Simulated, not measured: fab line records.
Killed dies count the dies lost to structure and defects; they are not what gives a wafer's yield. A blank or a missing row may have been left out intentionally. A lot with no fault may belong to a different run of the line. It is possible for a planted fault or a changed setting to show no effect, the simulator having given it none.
Which tool was responsible? / flow gf180mcu / 6 lots, 17 wafers sampled, at 3 steps of a route of 602

## WHAT EACH GAUGE READ, for each wafer
GF_HV_LDD_CD_MEAS_07: the cd target is 400 nm.
lot=L922; measured=day 10 05:18; on=cd sem-01; cd nm (nm)=398.3 397.6 397.6
lot=L925; measured=day 11 09:56; on=cd sem-01; cd nm (nm)=401.0 400.5 399.3
lot=L928; measured=day 12 04:03; on=cd sem-02; cd nm (nm)=399.7 398.6 399.7
lot=L935; measured=day 14 07:21; on=cd sem-01; cd nm (nm)=211.5 396.5 211.1 396.4
lot=L939; measured=day 15 13:12; on=cd sem-02; cd nm (nm)=403.0 404.6 402.0
lot=L942; measured=day 16 17:29; on=cd sem-01; cd nm (nm)=400.6 399.1 399.2

## WHAT TOOL EACH LOT RAN ON (gives the tool, then ch and the chambers of the sampled wafers, and finally the start)
lot=L922; GF_VT_IMPLANT_STRIP_31=plasma asher-03 ch 0,1, day 7 03:23; GF_HV_LDD_DEVELOP_06=litho track-02 ch 0, day 10 05:10
lot=L925; GF_VT_IMPLANT_STRIP_31=plasma asher-03 ch 0,1, day 8 00:35; GF_HV_LDD_DEVELOP_06=litho track-04 ch 0, day 11 09:47
lot=L928; GF_VT_IMPLANT_STRIP_31=plasma asher-04 ch 0,1, day 8 18:54; GF_HV_LDD_DEVELOP_06=litho track-04 ch 0, day 12 03:54
lot=L935; GF_VT_IMPLANT_STRIP_31=plasma asher-01 ch 1, day 10 15:47; GF_HV_LDD_DEVELOP_06=litho track-04 ch 0, day 14 07:12
lot=L939; GF_VT_IMPLANT_STRIP_31=plasma asher-01 ch 0,1, day 11 18:20; GF_HV_LDD_DEVELOP_06=litho track-01 ch 0, day 15 13:04
lot=L942; GF_VT_IMPLANT_STRIP_31=plasma asher-03 ch 0,1, day 12 19:41; GF_HV_LDD_DEVELOP_06=litho track-01 ch 0, day 16 17:20
- GF_VT_IMPLANT_STRIP_31: strips in O2/N2.
- GF_HV_LDD_DEVELOP_06: develop time 60 s.

## THE ANSWER, worked out from the rows above alone
Rule: usual is defined by the lots themselves. Put in order of their means at a reading, lots are off if they are a third of the lots or fewer, leave a main group of 4 or more, and stand apart from it by a gap of 3 or more times the standard deviation of the main group's means; of several such gaps the widest counts. A main group is skipped when, at the precision printed for the reading in the tables above, its means are all equal. A lot without any number at a reading at which 4 lots or more have one is off too. Where the step has rows for the other lots, those lots are counted as sound.
Off at GF_HV_LDD_CD_MEAS_07 (cd nm): L935. For the main group the mean is 400.1 nm and the standard deviation 1.8.
A tool fits if, at a process step before that reading, it ran every lot that is off, and no sound lot after the first of them. The gauges at GF_HV_LDD_CD_MEAS_07 are tried like those tools. One fits: GF_HV_LDD_DEVELOP_06 on litho track-04. Its last sound lot is L928 (day 12 03:54), its first lot that is off L935 (day 14 07:12): a fault that began between those two fits.

## WHAT THE SIMULATOR HAD PUT IN
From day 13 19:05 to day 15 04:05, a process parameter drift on litho track-04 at GF_HV_LDD_DEVELOP_06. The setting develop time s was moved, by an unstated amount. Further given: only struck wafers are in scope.
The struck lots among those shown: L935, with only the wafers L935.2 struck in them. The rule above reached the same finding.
